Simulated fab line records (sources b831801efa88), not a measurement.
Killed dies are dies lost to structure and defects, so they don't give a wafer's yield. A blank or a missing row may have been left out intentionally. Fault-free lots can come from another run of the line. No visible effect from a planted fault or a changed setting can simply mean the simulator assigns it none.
Comparing a struck lot with a sound one    flow sky130    15 steps out of a route of 708
Sound: the wafers L716.3, L716.4, L716.5. Wafers L727.1, L727.5, L727.6 were the ones struck. The cause is named last.
Order at every step that has rows: each side's tool, ch and its chambers, its first start. Under that, the readings that differ: sound wafers    struck wafers    difference of the means    sigmas: that difference in standard deviations of wafers without a fault.
alike: words and numbers the same on both sides, and readings whose means are apart by under 2 such deviations; not compared: readings that were withheld, readings missing a value for some wafer, numbers with overlapping values and no deviation given by the record, and bounds like >300 which may hide the same value.
A row with sigmas, a row that says differs or no value, or rows on one side alone: a step with any of these is where the two part. Numbers that have no deviation but don't overlap get no sigmas and don't part them. A reading that every wafer of one side lacks parts them only if that side has two wafers or more.

first, 3 steps without rows for these wafers: SKY_SONOS_ONO_WET_ETCH_18 (etches Si3N4 in H3PO4, target depth 15 nm, time 172 s); SKY_GATE_OXIDE_CLEAN_00 (cleans in SC1/SC2, time 150 s); SKY_GATE_OXIDE_OXIDATION_01 (stabilise 600 s, purge 300 s, target thk 10.268 nm).
SKY_GATE_OXIDE_THK_MEAS_02:
  sound on film-metro-04, day 14 12:08; struck on film-metro-01, day 19 04:57
  alike: GATE_OXIDE_OXIDATION_00_THK
then, 7 steps without rows for these wafers: SKY_GATE_OXIDE_DEHYDRATE_03 (time 60 s); SKY_GATE_OXIDE_HMDS_04 (prime time 60 s); SKY_GATE_OXIDE_COAT_05 (resist thk 1140 nm); SKY_GATE_OXIDE_SOFTBAKE_06 (time 60 s); SKY_GATE_OXIDE_EXPOSE_07 (exposes mask LVOM, target cd 600 nm); SKY_GATE_OXIDE_PEB_08; SKY_GATE_OXIDE_DEVELOP_09 (develop time 60 s).
SKY_GATE_OXIDE_OVL_MEAS_10:
  sound on overlay-01, day 15 15:04; struck on overlay-01, day 20 11:48
  alike: GATE_OXIDE_OVL
SKY_GATE_OXIDE_IMPLANT_11:
  sound on implanter-04 ch 0, day 15 15:08; struck on implanter-02 ch 0, day 20 11:50
reading        sound                            struck                            difference   sigmas
dose-ions-cm2  2.5963e+12 2.6013e+12 2.599e+12  2.7207e+12 2.7239e+12 2.7211e+12  +1.2303e+11  +51
then, 1 step without rows for these wafers: SKY_GATE_OXIDE_WET_ETCH_12 (etches SiO2 in dHF, target depth 16.8 nm, time 336 s).
-- record jumps: 30 days separate the struck wafers' starts on either side; left off in module GATE_OXIDE, taken up again in module PAD_OPEN, whose first shown step is the route's number 708 --
SKY_PAD_OPEN_PROBE_99:
  sound on prober-01, day 47 07:23; struck on prober-02, day 50 09:25
reading                                    sound                    struck                   difference  sigmas
model.etest.pfet_01v8_lvt.drive-ua-um      173.9 175 175.9          180.8 179.2 178.5        +4.6        
model.etest.pfet_01v8_lvt.off-log10-a-um   -8.796 -8.849 -8.618     -8.175 -8.06 -8.13       +0.633      
model.etest.pfet_01v8_lvt.vt-sat-v (V)     -0.4311 -0.4284 -0.4299  -0.3786 -0.3827 -0.3785  +0.0499     
model.etest.pfet_01v8_lvt.vt-v (V)         -0.5209 -0.5215 -0.5215  -0.4747 -0.4786 -0.475   +0.0452     
model.etest.pfet_01v8_lvt.vt-long-v (V)    -0.6413 -0.6388 -0.6451  -0.5997 -0.6026 -0.5986  +0.0414     
model.etest.pfet_01v8_lvt.body-rise-v (V)  -0.2033 -0.2061 -0.2059  -0.219 -0.2186 -0.2191   -0.014      
  alike: killed_at_M0_to_M3, killed_at_M4_up, killed-at-contacts, killed-at-front-end, killed-at-other, killed-dies, killed-open, killed-short

WHERE THEY PART
Within this record, at SKY_GATE_OXIDE_IMPLANT_11 only. Later steps at which nothing parts them and some readings are alike: SKY_PAD_OPEN_PROBE_99.

WHY: what had been put in by the simulator
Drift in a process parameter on implanter-02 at SKY_GATE_OXIDE_IMPLANT_11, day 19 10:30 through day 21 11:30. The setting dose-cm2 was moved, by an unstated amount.
